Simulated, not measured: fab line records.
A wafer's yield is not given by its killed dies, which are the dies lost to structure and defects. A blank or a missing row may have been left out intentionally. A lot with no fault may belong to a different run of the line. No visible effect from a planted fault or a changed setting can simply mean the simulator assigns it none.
What tool caused it? + flow gf180mcu + 33 wafers from 11 lots sampled at 3 of the route's 602 steps

== WHAT THE GAUGES READ, wafer by wafer ==
GF_M1_RS_MEAS_05: uses a four-point probe to measure.
| lot  | measured     | on            | M1_ALCU_RS (ohm/sq)  |
|------|--------------|---------------|----------------------|
| L745 | day 16 00:31 | film_metro-01 | 0.0696 0.0696 0.0695 |
| L746 | day 16 18:16 | film_metro-03 | 0.0693 0.0697 0.0688 |
| L751 | day 18 09:53 | film_metro-04 | 0.0702 0.0707 0.0709 |
| L753 | day 19 04:56 | film_metro-03 | 0.0696 0.0696 0.0692 |
| L754 | day 19 14:05 | film_metro-01 | 0.0702 0.0702 0.0704 |
| L755 | day 19 22:28 | film_metro-03 | 0.0703 0.0697 0.0897 |
| L756 | day 20 10:30 | film_metro-03 | 0.0698 0.0691 0.0691 |
| L758 | day 21 06:29 | film_metro-04 | 0.0905 0.0703 0.0704 |
| L765 | day 23 11:22 | film_metro-04 | 0.0692 0.0690 0.0691 |
| L767 | day 24 04:49 | film_metro-01 | 0.0699 0.0694 0.0695 |
| L768 | day 24 14:36 | film_metro-03 | 0.0702 0.0705 0.0704 |

== TOOL THAT RAN EACH LOT (tool first, then ch and the chambers of the sampled wafers, then the start) ==
| lot  | GF_CONTACT_CMP_27             | GF_M1_SPUTTER_02             |
|------|-------------------------------|------------------------------|
| L745 | cmp-02 ch 0,2, day 16 00:00   | pvd_sputter-04, day 16 00:23 |
| L746 | cmp-01 ch 0,2,3, day 16 17:47 | pvd_sputter-02, day 16 18:07 |
| L751 | cmp-01 ch 1,2,3, day 18 09:20 | pvd_sputter-02, day 18 09:46 |
| L753 | cmp-01 ch 1,2, day 19 04:23   | pvd_sputter-02, day 19 04:49 |
| L754 | cmp-02 ch 0,1, day 19 13:34   | pvd_sputter-02, day 19 13:59 |
| L755 | cmp-01 ch 0,1,3, day 19 21:59 | pvd_sputter-02, day 19 22:22 |
| L756 | cmp-02 ch 0,1,3, day 20 09:56 | pvd_sputter-04, day 20 10:22 |
| L758 | cmp-02 ch 0,2, day 21 06:01   | pvd_sputter-02, day 21 06:24 |
| L765 | cmp-01 ch 0,2, day 23 10:51   | pvd_sputter-01, day 23 11:17 |
| L767 | cmp-02 ch 0,1,3, day 24 04:16 | pvd_sputter-02, day 24 04:42 |
| L768 | cmp-02 ch 0,1, day 24 10:59   | pvd_sputter-04, day 24 14:29 |
- GF_CONTACT_CMP_27: polishes, stops on SiO2, t overpolish 15 s, target thk 0 nm.
- GF_M1_SPUTTER_02: material AlCu, target thk 450 nm, time 23.9 s.

== THE ANSWER, worked out from the rows above alone ==
Rule: usual is defined by the lots themselves. The widest of any qualifying gaps counts: lots, ordered by their means at a reading, are off when they make up no more than a third of the lots, leave a main group of 4 or more, and stand apart from it by 3 or more times the standard deviation of that group's means. A main group whose means are all the same, to the digits that the tables above print for the reading, isn't used. A lot without any number at a reading at which 4 lots or more have one is off too. The other lots that the step has rows for count as sound.
Off: L755, L758, seen at GF_M1_RS_MEAS_05 (M1_ALCU_RS). The main group has a mean of 0.0697 ohm/sq with a standard deviation of 0.00051.
If a tool, at a process step before that reading, ran all the lots that are off and no sound lot after the first of them, it fits. Those tools and the gauges at GF_M1_RS_MEAS_05 are tried in the same way. Of those tried, none fits.

== WHAT HAD BEEN PUT IN BY THE SIMULATOR ==
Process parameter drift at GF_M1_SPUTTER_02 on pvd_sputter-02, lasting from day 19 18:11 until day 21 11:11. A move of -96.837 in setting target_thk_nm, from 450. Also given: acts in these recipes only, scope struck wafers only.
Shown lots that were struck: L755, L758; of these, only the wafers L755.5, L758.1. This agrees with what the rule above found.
